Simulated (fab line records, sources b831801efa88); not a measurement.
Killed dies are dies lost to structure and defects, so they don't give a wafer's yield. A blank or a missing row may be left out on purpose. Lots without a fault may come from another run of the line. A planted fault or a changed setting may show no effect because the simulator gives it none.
Which tool did it? | flow gf180mcu | 6 lots, 18 wafers sampled, at 3 steps of a route of 602

WHAT THE GAUGES READ, wafer by wafer
GF_V2_THK_MEAS_03.
lot  | measured     | on            | V2_CVD_02_THK (nm)
L351 | day 19 08:05 | film_metro-01 | 856 876 873
L355 | day 21 08:00 | film_metro-04 | 851 851 866
L364 | day 24 10:34 | film_metro-04 | 849 852 880
L367 | day 25 09:53 | film_metro-01 | 849 846 851
L369 | day 26 04:25 | film_metro-03 | 848 844 858
L371 | day 26 15:49 | film_metro-04 | 858 853 876

WHICH TOOL RAN EACH LOT (tool, then ch and the chambers of the sampled wafers, then the start)
lot  | GF_V1_ETCH_17                      | GF_V1_SPUTTER_21
L351 | rie_diel-01 ch 0,1,3, day 18 05:00 | pvd_sputter-03, day 18 05:50
L355 | rie_diel-03 ch 1,2, day 20 05:00   | pvd_sputter-03, day 20 05:52
L364 | rie_diel-02 ch 0,1,3, day 23 09:00 | pvd_sputter-02, day 23 10:02
L367 | rie_diel-01 ch 1,3, day 24 09:00   | pvd_sputter-02, day 24 09:59
L369 | rie_diel-03 ch 1,2,3, day 25 04:00 | pvd_sputter-03, day 25 05:17
L371 | rie_diel-01 ch 0,1, day 25 16:00   | pvd_sputter-03, day 25 16:38
- GF_V1_ETCH_17: etches SiO2 in C4F8/O2/Ar, stops on TiN, target depth 630 nm.
- GF_V1_SPUTTER_21: material Ti, target thk 15 nm, time 80.02 s.

THE ANSWER, worked out from the rows above alone
Rule: what is usual is taken from the lots themselves. Put in order of their means at a reading, lots are off if they are a third of the lots or fewer, leave a main group of 4 or more, and stand apart from it by a gap of 3 or more times the standard deviation of the main group's means; of several such gaps the widest counts. A main group whose means are all the same, to the digits that the tables above print for the reading, isn't used. A lot without any number at a reading at which 4 lots or more have one is off too. The other lots that the step has rows for count as sound.
No lot is off at any reading shown: from this, nothing can be told.

WHAT THE SIMULATOR HAD PUT IN
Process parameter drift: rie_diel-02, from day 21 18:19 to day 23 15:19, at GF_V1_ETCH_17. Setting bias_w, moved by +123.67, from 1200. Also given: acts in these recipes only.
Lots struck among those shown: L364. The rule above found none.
